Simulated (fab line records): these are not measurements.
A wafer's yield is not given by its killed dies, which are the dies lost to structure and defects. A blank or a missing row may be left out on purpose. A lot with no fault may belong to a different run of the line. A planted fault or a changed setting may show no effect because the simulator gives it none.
8D (eight disciplines) problem report, filled in by code ; flow sky130 ; the parts of the form that need people (team, actions taken, sign-off) are left out

1. WHAT IS WRONG
dose ions cm2 at SKY_LDD_LDN_IMPLANT_08 reads a mean of 1.0397e+13 on 6 wafers of 2 lots; wafers without a fault read 1.2498e+13 with a standard deviation of 1.4e+10. That is -99 or more standard deviations from the usual mean.
First observed at day 28 15:58: wafer L386.2, on implanter-01. The record has a number at this step for 36 wafers belonging to 12 lots. The rule behind "out" and "out of limits": a value lying over 4 standard deviations away from the usual mean. Any other wafer with a number is counted as sound.

2. WHAT IT IS, AND WHAT IT ISN'T
question;is;is not
which readings at this step;dose ions cm2, faraday current uA;beam on s
which lots;L386, L387;L371, L372, L374, L380, L381, L382, L383, L388, L392, L393
which wafers of those lots;all that have a number;-
read on which tools;implanter-01;implanter-03, implanter-04
when;from day 28 15:58;"up to then (21 sound wafers); but 9 sound wafers of L388, L392, L393 came after"

3. THE SUSPECTS, EACH WITH WHAT RULES IT OUT
Counting: any tool at a process step up to the reading is kept as a suspect provided that every lot that is out went through it and no sound lot did after the first of them.
- implanter-01 at SKY_LDD_LDN_IMPLANT_08: kept. All lots that are out passed through it, beginning with L386 at day 28 15:58, and no sound lot followed; its final sound lot before that point was L383 at day 27 12:06. Its own readings are out on those wafers: dose ions cm2, faraday current uA.
Left after counting: implanter-01 at SKY_LDD_LDN_IMPLANT_08.

4. THE CAUSE (what the simulator had put in)
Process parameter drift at SKY_LDD_LDN_IMPLANT_08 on implanter-01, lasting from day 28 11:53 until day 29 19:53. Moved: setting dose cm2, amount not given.
After counting, this tool was the only one left.

5. THE CHAIN OF EFFECTS, in route order
One row per reading whose mean, taken over the struck wafers that have a number, lies over 3 standard deviations from the usual. Only readings for which the record gives a usual standard deviation are gone through. hours: the time from each lot's start at the first step in this table that gives one to its start at this step, as a median over the lots. sigmas: the change in usual standard deviations.
hours;step;reading;usual;on struck wafers;change;sigmas
0;SKY_LDD_LDN_IMPLANT_08;dose ions cm2;1.2498e+13;1.0397e+13;-2.1010e+12;-99 or more
0;SKY_LDD_LDN_IMPLANT_08;faraday current uA;70.5;58.8;-11.7;-9.0
It contains these process steps:
- SKY_LDD_LDN_IMPLANT_08

6. HOW IT WOULD HAVE BEEN CAUGHT EARLIER
In this record no reading fell out of limits until day 28 15:58, 4 hours after the fault had begun at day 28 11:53.
